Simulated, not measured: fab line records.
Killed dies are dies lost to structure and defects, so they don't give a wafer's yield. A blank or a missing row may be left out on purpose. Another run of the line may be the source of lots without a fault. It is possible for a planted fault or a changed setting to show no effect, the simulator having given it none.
fab line records    flow gf180mcu
record: lots: 14  wafers: 42  last-day: 34
route steps=602 shown V1@359 M2@365
lots with no fault: from the same line, run without faults
start-h: the number of hours between the record's first day and the start of the first shown wafer of the lot    wait-h: hours elapsed since this lot's preceding step    " identical to the entry in the row above    L1.1+2: one row covering several wafers at once    - no value, or no start given    * or withheld: withheld    < > ~ a bound
route shown NAME@n: NAME is a module with steps in the file, n the number in the route of the first one    usual: average and standard deviation across the fault-free wafers    same: alike in all rows    chamber/n: place in a boat    sites: the reading at each site    _std_site: their standard deviation    _edge_site: the outer-site mean with the inner-site mean subtracted    radius-mm: how far each site lies from the wafer's centre    mask NAME#n: copy n    behind: tool/chamber where the wafer was last shaped    hold: cause of the lot's hold/its duration in hours/its outcome    device: the transistor (n, p or np) that didn't switch    end of line: tests of these same wafers at the route's end    for a step that has no rows: nothing shown but its recipe    killed: dies lost to structure and defects at the first sort, not the wafer's yield    map: the dies of a wafer, with x for killed, . for not killed, _ for no die there
set.NAME: the setting as run; set.NAME@STEP: as run at that earlier step    model.NAME: the simulator's own value behind a step, which no gauge read
route steps across a sampled set of lots; one table per step, one row per wafer
services: from which hour (start-h, from the record's first day; less than 0 if before it) a tool's chamber was out of use, for how many hours, and why
== steps ==
step: GF_V1_RS_MEAS_24
recipe: thk-meas-gauge: four-point-probe  reads: W_of_V1_CVD_23+TiN_of_V1_SPUTTER_22+Ti_of_V1_SPUTTER_21
usual: V1_W_RS: 0.325/0.0047
lot.wafer  tool           chamber  start-h  wait-h  V1_W_RS[ohm/sq]
L393.1     film-metro-04  -        423.52   0.1     0.324
L393.5     "              -        "        "       0.325
L393.6     "              -        "        "       0.326
L394.1     film-metro-04  -        429.74   0.1     0.328
L394.3     "              -        "        "       0.331
L394.6     "              -        "        "       0.318
L396.1     film-metro-03  -        451.28   0.1     0.320
L396.4     "              -        "        "       0.317
L396.5     "              -        "        "       0.320
L398.1     film-metro-01  -        470.96   0.1     0.329
L398.5     "              -        "        "       0.327
L398.6     "              -        "        "       0.329
L400.1     film-metro-04  -        486.02   0.1     0.323
L400.3     "              -        "        "       0.323
L400.6     "              -        "        "       0.333
L401.2     film-metro-01  -        492.16   0.1     0.329
L401.5     "              -        "        "       0.325
L401.6     "              -        "        "       0.327
L406.1     film-metro-03  -        534.53   0.1     0.333
L406.3     "              -        "        "       0.326
L406.5     "              -        "        "       0.319
L407.1     film-metro-04  -        543.03   0.1     0.330
L407.5     "              -        "        "       0.326
L407.6     "              -        "        "       0.329
L408.2     film-metro-03  -        552.81   0.2     0.324
L408.4     "              -        "        "       0.323
L408.6     "              -        "        "       0.324
L411.2     film-metro-04  -        574.90   0.1     0.314
L411.3     "              -        "        "       0.326
L411.6     "              -        "        "       0.328
L412.2     film-metro-03  -        584.04   0.1     0.327
L412.4     "              -        "        "       0.329
L412.5     "              -        "        "       0.326
L413.1     film-metro-03  -        596.27   0.1     0.323
L413.3     "              -        "        "       0.323
L413.6     "              -        "        "       0.320
L414.1     film-metro-03  -        598.03   0.1     0.321
L414.2     "              -        "        "       0.327
L414.4     "              -        "        "       0.323
L415.1     film-metro-01  -        604.88   0.1     0.324
L415.2     "              -        "        "       0.316
L415.6     "              -        "        "       0.316
step: GF_V1_CMP_26
recipe: stop-on: SiO2  down-force-psi: 3.5  platen-rpm: 60  t-overpolish-s: 15  target-thk-nm: 0  pad-velocity-m-s: 0.94248
usual: motor-current-A: 11.2/1.8  overpolish-run-s: 14.999/0.0086  time-to-endpoint-s: 84/4
lot.wafer  tool    chamber  start-h  wait-h  motor-current-A  overpolish-run-s  time-to-endpoint-s
L393.1     cmp-02  3        423.70   0.1     9.7              14.991            82
L393.5     "       3        "        "       9.3              14.990            82
L393.6     "       0        "        "       11.7             14.997            77
L394.1     cmp-02  0        430.02   0.1     11.1             15.010            80
L394.3     "       1        "        "       15.2             14.994            84
L394.6     "       2        "        "       11.5             15.006            87
L396.1     cmp-02  0        451.56   0.1     11.5             15.003            80
L396.4     "       1        "        "       14.7             15.001            85
L396.5     "       2        "        "       11.6             14.997            88
L398.1     cmp-02  2        471.24   0.1     11.7             15.002            86
L398.5     "       0        "        "       11.5             15.003            82
L398.6     "       1        "        "       14.7             14.999            87
L400.1     cmp-02  3        486.20   0.1     8.9              14.985            84
L400.3     "       1        "        "       14.4             15.014            86
L400.6     "       3        "        "       9.7              15.000            79
L401.2     cmp-01  1        492.43   0.1     9.2              14.998            81
L401.5     "       3        "        "       11.2             14.983            88
L401.6     "       0        "        "       8.6              14.997            90
L406.1     cmp-02  2        534.81   0.1     12.0             15.006            81
L406.3     "       3        "        "       9.7              14.996            80
L406.5     "       1        "        "       14.6             15.011            80
L407.1     cmp-01  0        543.26   0.1     9.2              14.986            84
L407.6     "       3        "        "       10.2             14.992            82
L407.5     "       0        "        "       8.7              14.987            85
L408.4     cmp-02  1        553.07   0.1     14.9             15.007            86
L408.2     "       2        "        "       11.9             15.013            88
L408.6     "       0        "        "       11.6             15.003            80
L411.2     cmp-01  3        575.11   0.1     10.9             14.997            93
L411.3     "       1        "        "       9.4              15.008            82
L411.6     "       3        "        "       10.3             14.990            88
L412.2     cmp-01  3        584.25   0.1     10.4             14.987            87
L412.4     "       1        "        "       9.1              14.985            83
L412.5     "       3        "        "       10.8             15.009            91
L413.1     cmp-02  1        596.50   0.1     14.7             15.003            86
L413.3     "       3        "        "       9.8              15.008            85
L413.6     "       1        "        "       14.7             15.012            85
L414.1     cmp-02  0        598.57   0.4     10.8             15.004            83
L414.2     "       1        "        "       14.2             15.011            82
L414.4     "       2        "        "       11.9             15.016            84
L415.2     cmp-01  1        605.06   0.0     8.7              14.984            81
L415.1     "       2        "        "       10.4             14.992            83
L415.6     "       1        "        "       9.6              14.992            83
step: GF_M2_SPUTTER_03
recipe: material: Ti  target-thk-nm: 10  substrate-temp-c: 300  chamber-pressure-pa: 0.3  power-w: 3000  time-s: 6.7
usual: cathode-dc-power-W: 3000.0/0.55  throttle-valve-pct: 30.3/1.6
lot.wafer  tool            chamber  start-h  wait-h  cathode-dc-power-W  throttle-valve-pct
L393.1     pvd-sputter-04  -        424.16   0.0     3000.7              32.0
L393.5     "               -        "        "       3000.6              31.4
L393.6     "               -        "        "       3000.2              29.0
L394.1     pvd-sputter-03  -        430.38   0.0     2999.6              30.7
L394.3     "               -        "        "       3000.2              28.8
L394.6     "               -        "        "       2999.5              33.0
L396.1     pvd-sputter-04  -        451.92   0.0     2999.9              32.2
L396.4     "               -        "        "       3000.2              31.6
L396.5     "               -        "        "       3001.4              31.6
L398.1     pvd-sputter-04  -        471.60   0.0     3000.1              31.4
L398.5     "               -        "        "       3000.5              28.3
L398.6     "               -        "        "       2999.8              28.9
L400.1     pvd-sputter-03  -        486.66   0.0     2999.8              28.7
L400.3     "               -        "        "       3000.1              30.8
L400.6     "               -        "        "       3001.2              33.3
L401.2     pvd-sputter-03  -        492.80   0.0     2999.9              29.0
L401.5     "               -        "        "       3000.3              30.8
L401.6     "               -        "        "       3000.4              33.1
L406.1     pvd-sputter-03  -        535.17   0.0     2999.3              33.2
L406.3     "               -        "        "       3000.0              29.1
L406.5     "               -        "        "       3000.4              33.5
L407.1     pvd-sputter-03  -        543.67   0.0     3000.4              30.6
L407.5     "               -        "        "       2998.5              31.0
L407.6     "               -        "        "       3000.0              28.5
L408.2     pvd-sputter-04  -        553.43   0.0     2999.5              32.3
L408.4     "               -        "        "       3000.6              28.4
L408.6     "               -        "        "       3000.7              28.2
L411.2     pvd-sputter-02  -        575.52   0.0     3000.3              29.6
L411.3     "               -        "        "       3000.3              30.3
L411.6     "               -        "        "       2999.8              27.6
L412.2     pvd-sputter-04  -        584.66   0.0     3000.0              31.5
L412.4     "               -        "        "       2999.0              32.3
L412.5     "               -        "        "       3000.2              28.8
L413.1     pvd-sputter-03  -        596.93   0.0     3001.0              32.9
L413.3     "               -        "        "       3000.2              30.9
L413.6     "               -        "        "       2999.7              30.7
L414.1     pvd-sputter-02  -        599.00   0.0     2999.8              28.7
L414.2     "               -        "        "       3000.7              29.8
L414.4     "               -        "        "       3000.1              30.3
L415.1     pvd-sputter-03  -        605.52   0.0     3000.8              28.8
L415.2     "               -        "        "       2999.6              33.3
L415.6     "               -        "        "       2999.9              31.0
step: GF_M2_EXPOSE_11
recipe: mask-id: Metal2  target-cd-nm: 280  na: 0.68  source-shape: conventional  sigma-outer: 0.6  dose-mj: 28
usual: exposure-dose-mJ-cm2: 27.960/0.024  focus-offset-nm: -0.1/0.47
lot.wafer  tool            chamber  start-h  wait-h  mask      exposure-dose-mJ-cm2  focus-offset-nm
L393.1     krf-scanner-01  0        436.47   -       Metal2#0  27.959                0.2
L393.5     "               0        "        "       Metal2#0  27.963                0.2
L393.6     "               0        "        "       Metal2#0  27.958                -0.2
L394.1     krf-scanner-02  0        442.79   -       Metal2#0  27.950                -0.7
L394.3     "               0        "        "       Metal2#0  27.980                -0.8
L394.6     "               0        "        "       Metal2#0  27.977                -0.8
L396.1     krf-scanner-02  0        464.73   -       Metal2#0  27.978                -0.1
L396.4     "               0        "        "       Metal2#0  27.984                0.4
L396.5     "               0        "        "       Metal2#0  27.965                0.4
L398.1     krf-scanner-02  0        483.52   -       Metal2#0  27.948                -0.2
L398.5     "               0        "        "       Metal2#0  27.931                -0.3
L398.6     "               0        "        "       Metal2#0  27.976                -0.1
L400.1     krf-scanner-02  0        498.75   -       Metal2#0  27.970                0.0
L400.3     "               0        "        "       Metal2#0  27.938                -0.2
L400.6     "               0        "        "       Metal2#0  27.966                -0.5
L401.2     krf-scanner-02  0        505.06   -       Metal2#0  27.991                1.0
L401.5     "               0        "        "       Metal2#0  27.950                0.5
L401.6     "               0        "        "       Metal2#0  27.948                0.2
L406.1     krf-scanner-02  0        547.14   -       Metal2#0  27.922                -0.2
L406.3     "               0        "        "       Metal2#0  27.979                -0.1
L406.5     "               0        "        "       Metal2#0  27.930                -0.8
L407.1     krf-scanner-02  -        553.71   -       Metal2#0  -                     -
L407.5     "               -        "        "       Metal2#0  -                     -
L407.6     "               -        "        "       Metal2#0  -                     -
L408.2     krf-scanner-01  -        565.49   -       Metal2#0  -                     -
L408.4     "               -        "        "       Metal2#0  -                     -
L408.6     "               -        "        "       Metal2#0  -                     -
L411.2     krf-scanner-02  0        586.20   -       Metal2#0  27.946                -0.4
L411.3     "               0        "        "       Metal2#0  27.934                -0.3
L411.6     "               0        "        "       Metal2#0  27.970                -0.9
L412.2     krf-scanner-01  0        595.84   -       Metal2#0  27.957                -0.4
L412.4     "               0        "        "       Metal2#0  27.940                -0.8
L412.5     "               0        "        "       Metal2#0  27.987                -0.3
L413.1     krf-scanner-01  0        607.71   -       Metal2#0  27.943                0.1
L413.3     "               0        "        "       Metal2#0  27.955                -0.8
L413.6     "               0        "        "       Metal2#0  27.965                0.3
L414.1     krf-scanner-01  0        608.94   -       Metal2#0  27.990                -0.2
L414.2     "               0        "        "       Metal2#0  27.950                -0.5
L414.4     "               0        "        "       Metal2#0  27.993                0.1
L415.1     krf-scanner-01  0        616.14   -       Metal2#0  27.974                -0.3
L415.2     "               0        "        "       Metal2#0  27.919                -0.1
L415.6     "               0        "        "       Metal2#0  27.964                -0.2
== services ==
tool            chamber  start-h  hours  kind
krf-scanner-02  -        400.98   0.4    repair
cmp-01          -        404.00   4.0    pm
krf-scanner-01  -        413.03   1.3    pm
krf-scanner-01  -        424.06   2.4    repair
krf-scanner-02  -        437.27   4.7    repair
pvd-sputter-03  -        446.41   2.7    repair
cmp-02          -        458.54   6.2    pm
krf-scanner-02  -        461.89   1.3    pm
krf-scanner-02  -        463.73   1.0    pm
cmp-02          -        468.47   0.3    repair
krf-scanner-02  -        473.19   0.8    pm
cmp-01          -        473.33   5.8    repair
cmp-02          -        475.55   0.8    repair
cmp-01          -        479.11   12.1   pm
krf-scanner-02  -        486.68   2.8    repair
krf-scanner-01  -        508.44   0.8    pm
krf-scanner-01  -        515.52   0.8    pm
krf-scanner-01  -        537.27   1.0    pm
krf-scanner-01  -        544.53   7.2    pm
cmp-02          -        561.81   8.6    pm
cmp-02          -        574.93   4.0    pm
krf-scanner-01  -        589.01   1.3    pm
cmp-01          -        593.93   6.0    pm
pvd-sputter-03  -        597.82   0.7    repair
== key ==
first-sign: step: GF_M2_EXPOSE_11  reading: tool-record  direction: missing
effect none on later readings
met-at GF_M2_EXPOSE_11
struck-lots L407,L408
later-rows-left-out L407.1,L407.5,L407.6,L408.2,L408.4,L408.6
sort-left-out L407.1,L407.5,L407.6,L408.2,L408.4,L408.6
not-acting-at GF_V1_RS_MEAS_24,GF_V1_CMP_26,GF_M2_SPUTTER_03
onset-between 547.14 553.71
fault: kind: skipped-step-whole  tool: krf-scanner-01,krf-scanner-02  chamber: -  onset-h: 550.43  steps: GF_M2_EXPOSE_11  scope: struck-lots-only
sort-left-out: the simulated sort isn't trusted on such a fault, so these wafers' sort isn't shown, and their yield isn't known
later-rows-left-out: the simulator's readings of these wafers behind a module that went badly wrong aren't trusted and aren't shown, but for the sort
